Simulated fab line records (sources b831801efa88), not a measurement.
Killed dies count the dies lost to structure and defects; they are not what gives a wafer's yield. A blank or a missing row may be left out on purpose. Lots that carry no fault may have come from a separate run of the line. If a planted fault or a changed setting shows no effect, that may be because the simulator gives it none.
Split-lot study + flow sfqLine + 23 wafers read across 5 lots, on a route 325 steps long

ABOUT THE SPLIT
At SFQ_TRILAYER_M5_LITHO_COAT_123 (resist thk 600 nm), the setting resistThkNm was moved away from the recipe's 600 nm on 5 of the 23 wafers read, by -5.5% to +5.6%. The other wafers ran this setting at the recipe's value.

The file shows no step between the split and the reading.

THE READING
KrF_of_TRILAYER_M5_LITHO_COAT_123.thkNm (the simulator's own value, which no gauge read), in nm, at SFQ_TRILAYER_M5_BARC_OPEN_METAL_ETCH_161 (etches BARC in O2, target depth 125 nm, time 41.7 s). The file gives no usual value for it. Average 522.6 nm, standard deviation 1.8 nm, over the 18 wafers here run with the recipe.

| wafer  | tool, chamber at the split | resistThkNm as run, nm | against the recipe | KrF_of_TRILAYER_M5_LITHO_COAT_123.thkNm, nm | against lot-mates on the recipe |
|--------|----------------------------|------------------------|--------------------|---------------------------------------------|---------------------------------|
| L078.1 | lithoTrack-03, 0           | 600                    | recipe             | 520.3                                       | -                               |
| L078.2 | lithoTrack-03, 0           | 600                    | recipe             | 524.8                                       | -                               |
| L078.3 | lithoTrack-03, 0           | 600                    | recipe             | 521.8                                       | -                               |
| L078.4 | lithoTrack-03, 0           | 600                    | recipe             | 523.8                                       | -                               |
| L078.5 | lithoTrack-03, 0           | 600                    | recipe             | 523.9                                       | -                               |
| L079.1 | lithoTrack-04, 0           | 600                    | recipe             | 521.7                                       | -                               |
| L079.4 | lithoTrack-04, 0           | 600                    | recipe             | 523.7                                       | -                               |
| L079.5 | lithoTrack-04, 0           | 600                    | recipe             | 520.9                                       | -                               |
| L080.1 | lithoTrack-04, 0           | 600                    | recipe             | 522.5                                       | -                               |
| L080.2 | lithoTrack-04, 0           | 566.9                  | -5.5%              | 487.9                                       | -34.4                           |
| L080.3 | lithoTrack-04, 0           | 566.9                  | -5.5%              | 488.2                                       | -34.1                           |
| L080.5 | lithoTrack-04, 0           | 600                    | recipe             | 522.9                                       | -                               |
| L080.6 | lithoTrack-04, 0           | 600                    | recipe             | 521.4                                       | -                               |
| L084.1 | lithoTrack-02, 0           | 633.5                  | +5.6%              | 552.8                                       | +29.8                           |
| L084.2 | lithoTrack-02, 0           | 600                    | recipe             | 525                                         | -                               |
| L084.3 | lithoTrack-02, 0           | 600                    | recipe             | 521.1                                       | -                               |
| L084.4 | lithoTrack-02, 0           | 633.5                  | +5.6%              | 557.2                                       | +34.2                           |
| L084.5 | lithoTrack-02, 0           | 633.5                  | +5.6%              | 556.3                                       | +33.2                           |
| L085.1 | lithoTrack-04, 0           | 600                    | recipe             | 520.1                                       | -                               |
| L085.2 | lithoTrack-04, 0           | 600                    | recipe             | 523.9                                       | -                               |
| L085.3 | lithoTrack-04, 0           | 600                    | recipe             | 525                                         | -                               |
| L085.4 | lithoTrack-04, 0           | 600                    | recipe             | 519                                         | -                               |
| L085.5 | lithoTrack-04, 0           | 600                    | recipe             | 524.3                                       | -                               |

THE FIT
A straight line over all 23 wafers: KrF_of_TRILAYER_M5_LITHO_COAT_123.thkNm changes by +6.04 nm for each +1% of resistThkNm; r = +0.99; the points scatter about the line by 1.9 nm.
The same after taking each lot's own level away (the mean of its wafers on the recipe; 23 wafers): +5.97 nm for each +1%; r = +0.99; scatter 1.8 nm.
Per that fit: largest resistThkNm move, reading shift of 33 nm.
From 522.10 to 523.05 nm: that is the span of the lots' own levels, equal to 0.5 times the standard deviation above.
The two slopes are in agreement: the lot-to-lot level therefore moves the slope only a little.
Check: with one of the wafers moved furthest among these (+5.6%) left out of the fit, the line predicts +34.1 nm for it against its lot-mates. It came out at +29.8 nm against them.

THESE WAFERS: OTHER SPLITS
These wafers also went through other splits before the reading. Each is held against what the fit with the lots' levels taken away leaves over:
| other split on the same wafers              | wafers away from the commonest value | r with KrF_of_TRILAYER_M5_LITHO_COAT_123.thkNm (lot level and that fit taken away) |
|---------------------------------------------|--------------------------------------|------------------------------------------------------------------------------------|
| SFQ_TRILAYER_M4_DEP_SPUTTER_091 powerW      | 11                                   | -0.15                                                                              |
| SFQ_TRILAYER_M4_LITHO_COAT_098 resistThkNm  | 10                                   | -0.19                                                                              |
| SFQ_TRILAYER_I4_DEP_PECVD_099 rfW           | 8                                    | -0.02                                                                              |
| SFQ_TRILAYER_I4_VIA_LITHO_COAT_108 spinRpm  | 10                                   | -0.05                                                                              |
| SFQ_TRILAYER_I4_VIA_LITHO_EXPOSE_104 doseMj | 5                                    | +0.01                                                                              |
| SFQ_TRILAYER_JJ_CE_LITHO_PEB_117 pebTimeS   | 10                                   | -0.08                                                                              |

THE WHOLE CHAIN: every reading that the file lists as answering this split, in the file's order
| step                                     | what it does                                        | reading                                                                                  | change (the file's fit)              | r (the file's) |
|------------------------------------------|-----------------------------------------------------|------------------------------------------------------------------------------------------|--------------------------------------|----------------|
| SFQ_TRILAYER_M5_LITHO_COAT_123           | resist thk 600 nm                                   | KrF_of_TRILAYER_M5_LITHO_COAT_123.thkNm (the simulator's own value, which no gauge read) | +5.94 nm for each +1% of the setting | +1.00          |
| SFQ_TRILAYER_M5_BARC_OPEN_METAL_ETCH_161 | etches BARC in O2, target depth 125 nm, time 41.7 s | KrF_of_TRILAYER_M5_LITHO_COAT_123.thkNm (the simulator's own value, which no gauge read) | +6 nm for each +1% of the setting    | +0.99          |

FILE'S OWN FIT
KrF_of_TRILAYER_M5_LITHO_COAT_123.thkNm changes by +6 nm for each +1% of resistThkNm, r = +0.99.
